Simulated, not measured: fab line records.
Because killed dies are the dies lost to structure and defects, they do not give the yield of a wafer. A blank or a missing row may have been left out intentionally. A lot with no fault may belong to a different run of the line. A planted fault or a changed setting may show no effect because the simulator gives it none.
Shared-tool check + flow gf180mcu + 11 lots and 39 wafers in the sample

== REASON FOR OPENING ==
At GF_PSD_RS_MEAS_14 the reading NSD_RS is flagged on 2 of 11 lots. Wafers without a fault read 45.94 ohm/sq, standard deviation 0.074.
Rule: a lot is flagged when every wafer of it that has a number lies more than 4 standard deviations from that mean, or none has a number. The rest of the lots are taken to be sound.

| lot  | measured     | on            | NSD_RS (ohm/sq), wafer by wafer     | flag    |
|------|--------------|---------------|-------------------------------------|---------|
| L497 | day 15 22:03 | film-metro-03 | 46.07 46.00 46.01                   |         |
| L499 | day 16 17:02 | film-metro-04 | 46.05 45.97 45.94                   |         |
| L506 | day 19 02:53 | film-metro-04 | 49.81 49.87 49.94 49.90 49.86 49.76 | FLAGGED |
| L508 | day 19 19:31 | film-metro-01 | 49.68 49.72 49.75 49.73 49.73 49.92 | FLAGGED |
| L512 | day 21 04:50 | film-metro-03 | 45.99 45.90 45.89                   |         |
| L514 | day 21 23:16 | film-metro-01 | 45.94 45.99 45.94                   |         |
| L515 | day 22 01:35 | film-metro-03 | 45.98 46.00 45.95                   |         |
| L516 | day 22 06:47 | film-metro-01 | 45.89 45.98 45.85                   |         |
| L517 | day 22 15:34 | film-metro-04 | 45.94 45.97 46.07                   |         |
| L518 | day 23 00:46 | film-metro-01 | 46.05 45.99 45.92                   |         |
| L520 | day 23 14:29 | film-metro-04 | 46.12 45.98 45.96                   |         |
Average over the flagged lots: 49.81 ohm/sq; offset from the usual +3.87 ohm/sq, equal to +52 standard deviations.

== TOOL THAT RAN EACH LOT ==
The record holds 2 process steps before the reading, out of a route of 602 steps. Read each cell as the tool, then ch plus the chambers that the sampled wafers visited, then the start.
| lot  | flag    | GF_NSD_IMPLANT_09               | GF_NSD_STRIP_11                      |
|------|---------|---------------------------------|--------------------------------------|
| L497 |         | implanter-02 ch 0, day 14 22:01 | plasma-asher-03 ch 0,1, day 14 22:18 |
| L499 |         | implanter-04 ch 0, day 15 17:25 | plasma-asher-04 ch 0,1, day 15 17:43 |
| L506 | FLAGGED | implanter-02 ch 0, day 18 02:07 | plasma-asher-03 ch 0,1, day 18 02:25 |
| L508 | FLAGGED | implanter-02 ch 0, day 18 18:01 | plasma-asher-01 ch 0,1, day 18 18:19 |
| L512 |         | implanter-03 ch 0, day 20 03:19 | plasma-asher-04 ch 1, day 20 03:35   |
| L514 |         | implanter-03 ch 0, day 20 21:31 | plasma-asher-03 ch 0,1, day 20 21:49 |
| L515 |         | implanter-03 ch 0, day 20 23:25 | plasma-asher-03 ch 0,1, day 20 23:41 |
| L516 |         | implanter-04 ch 0, day 21 04:40 | plasma-asher-04 ch 0,1, day 21 04:58 |
| L517 |         | implanter-02 ch 0, day 21 13:40 | plasma-asher-03 ch 0,1, day 21 13:58 |
| L518 |         | implanter-02 ch 0, day 21 23:17 | plasma-asher-03 ch 0,1, day 21 23:35 |
| L520 |         | implanter-02 ch 0, day 22 13:34 | plasma-asher-04 ch 0,1, day 22 13:52 |
What the steps here do:
- GF_NSD_IMPLANT_09
- GF_NSD_STRIP_11: strips in O2/N2.
- GF_PSD_RS_MEAS_14: measures by four-point-probe.

== FLAGGED OVER TOTAL, TOOL BY TOOL (the gauges that took the reading come last) ==
| step              | tool            | lots run | flagged | share of the flagged lots | sound lots run after its first flagged lot |
|-------------------|-----------------|----------|---------|---------------------------|--------------------------------------------|
| GF_NSD_IMPLANT_09 | implanter-02    | 6        | 2       | all                       | 3 (L517,L518,L520)                         |
| GF_NSD_IMPLANT_09 | implanter-03    | 3        | 0       | none                      | -                                          |
| GF_NSD_IMPLANT_09 | implanter-04    | 2        | 0       | none                      | -                                          |
| GF_NSD_STRIP_11   | plasma-asher-01 | 1        | 1       | some                      | 0                                          |
| GF_NSD_STRIP_11   | plasma-asher-03 | 6        | 1       | some                      | 4 (L514,L515,L517,L518)                    |
| GF_NSD_STRIP_11   | plasma-asher-04 | 4        | 0       | none                      | -                                          |
| GF_PSD_RS_MEAS_14 | film-metro-01   | 4        | 1       | some                      | 3 (L514,L516,L518)                         |
| GF_PSD_RS_MEAS_14 | film-metro-03   | 3        | 0       | none                      | -                                          |
| GF_PSD_RS_MEAS_14 | film-metro-04   | 4        | 1       | some                      | 2 (L517,L520)                              |

== THE TABLE: WHAT IT ALLOWS ==
1 row of the table ran every flagged lot: implanter-02 at GF_NSD_IMPLANT_09.
- implanter-02 at GF_NSD_IMPLANT_09 ran 6 lots, 2 of them flagged. Sound lots ran on it after the first flagged one (L517, L518, L520), which a lasting fault on the whole tool wouldn't allow. Its own readings lie more than 4 standard deviations out on every wafer of the flagged lots: dose-ions-cm2.
Not one row of the table ran every flagged lot while running no sound lot after the first.

== WHAT HAD BEEN PUT IN BY THE SIMULATOR ==
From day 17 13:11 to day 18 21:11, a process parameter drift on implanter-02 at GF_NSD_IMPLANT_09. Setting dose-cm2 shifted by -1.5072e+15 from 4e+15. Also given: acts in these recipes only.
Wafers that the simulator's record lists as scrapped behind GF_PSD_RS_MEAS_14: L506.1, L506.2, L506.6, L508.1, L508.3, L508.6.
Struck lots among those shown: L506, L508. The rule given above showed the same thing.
